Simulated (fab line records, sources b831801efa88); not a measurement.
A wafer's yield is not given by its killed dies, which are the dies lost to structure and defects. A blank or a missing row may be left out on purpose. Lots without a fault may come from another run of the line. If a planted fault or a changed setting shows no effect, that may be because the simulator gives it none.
Problem report in the 8D (eight disciplines) form, filled by code	flow sfq_line	the parts of the form that need people (team, actions taken, sign-off) are left out

1. WHAT IS WRONG
run_length_s at SFQ_TRILAYER_I3_VIA_BARC_OPEN_VIA_ETCH_121 reads a mean of 79.1 s on 4 wafers of 3 lots; wafers without a fault read 70.1 s with a standard deviation of 0.56. Measured from the usual mean, that is +16 standard deviations.
The step: etches BARC in O2, target depth 125 nm, time 41.7 s.
Seen first at day 49 09:34 on rie_diel-03, wafer L203.2. The record has a number at this step for 44 wafers belonging to 15 lots. By rule, "out" or "out of limits" means more than 4 standard deviations away from the usual mean. All remaining wafers that have a number are taken as sound.

2. WHAT IT IS; WHAT IT IS NOT
question	is	is not
which readings at this step	run_length_s, oes_product_au	drypump_motor_current_A
which lots	L203, L204, L206	L185, L186, L187, L188, L189, L191, L192, L193, L194, L195, L196, L207
which wafers of those lots	L203.2, L204.2, L204.3, L206.2	L203.1, L204.4, L206.4, L206.6
read on which tools	rie_diel-03	rie_diel-01, rie_diel-04
when	from day 49 09:34	up to then (34 sound wafers); but 6 sound wafers of L204, L206, L207 came after

3. WHAT RULES OUT EACH SUSPECT
Counting: a tool at a process step up to the reading stays a suspect if it ran every lot that is out. Sound lots after the first of them don't rule it out here, since some wafers of a struck lot are sound.
- rie_metal-01 at SFQ_TRILAYER_I2_VIA_STRIP_STRIP_071 (strips in O2): kept. It processed each lot that is out (first: L203, day 37 07:26); up to then, its last sound lot is L189 (day 31 08:15).
- rie_diel-03 at SFQ_TRILAYER_I3_VIA_BARC_OPEN_VIA_ETCH_121 (etches BARC in O2, target depth 125 nm, time 41.7 s): kept. It processed each lot that is out (first: L203, day 49 09:34); up to then, its last sound lot is L196 (day 47 09:26). Its own oes_product_au, run_length_s readings are out on those wafers.
What counting leaves: rie_metal-01 at SFQ_TRILAYER_I2_VIA_STRIP_STRIP_071 and rie_diel-03 at SFQ_TRILAYER_I3_VIA_BARC_OPEN_VIA_ETCH_121.

4. THE CAUSE (what the simulator had put in)
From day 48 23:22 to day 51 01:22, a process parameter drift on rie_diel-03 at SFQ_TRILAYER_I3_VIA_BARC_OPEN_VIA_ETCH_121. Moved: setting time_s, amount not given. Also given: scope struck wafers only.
This tool is one of the 2 suspects left after counting.

5. SEQUENCE OF EFFECTS, ordered by route
Each row: a reading whose mean over the struck wafers that have a number lies more than 3 standard deviations from the usual. Readings are gone through only where the record gives a usual standard deviation; hours: the median, over the lots, of the time from a lot's start at the first step in this table giving one to that lot's start at this step; sigmas: the change measured in usual standard deviations.
hours	step	reading	usual	on struck wafers	change	sigmas
0	SFQ_TRILAYER_I3_VIA_BARC_OPEN_VIA_ETCH_121	oes_product_au	0.685 a.u.	0.630	-0.055	-12
0	SFQ_TRILAYER_I3_VIA_BARC_OPEN_VIA_ETCH_121	run_length_s	70.1 s	79.1	+9.0	+16
Its process steps:
- SFQ_TRILAYER_I3_VIA_BARC_OPEN_VIA_ETCH_121: etches BARC in O2, target depth 125 nm, time 41.7 s.
At these later measuring or inspecting steps, every struck wafer for which the step has a row has a number for every such reading, and none has moved that far: SFQ_M4_RS_MEAS_924.

6. HOW IT WOULD HAVE BEEN CAUGHT EARLIER
In this record no reading fell out of limits until day 49 09:34, 10 hours after the fault had begun at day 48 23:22.
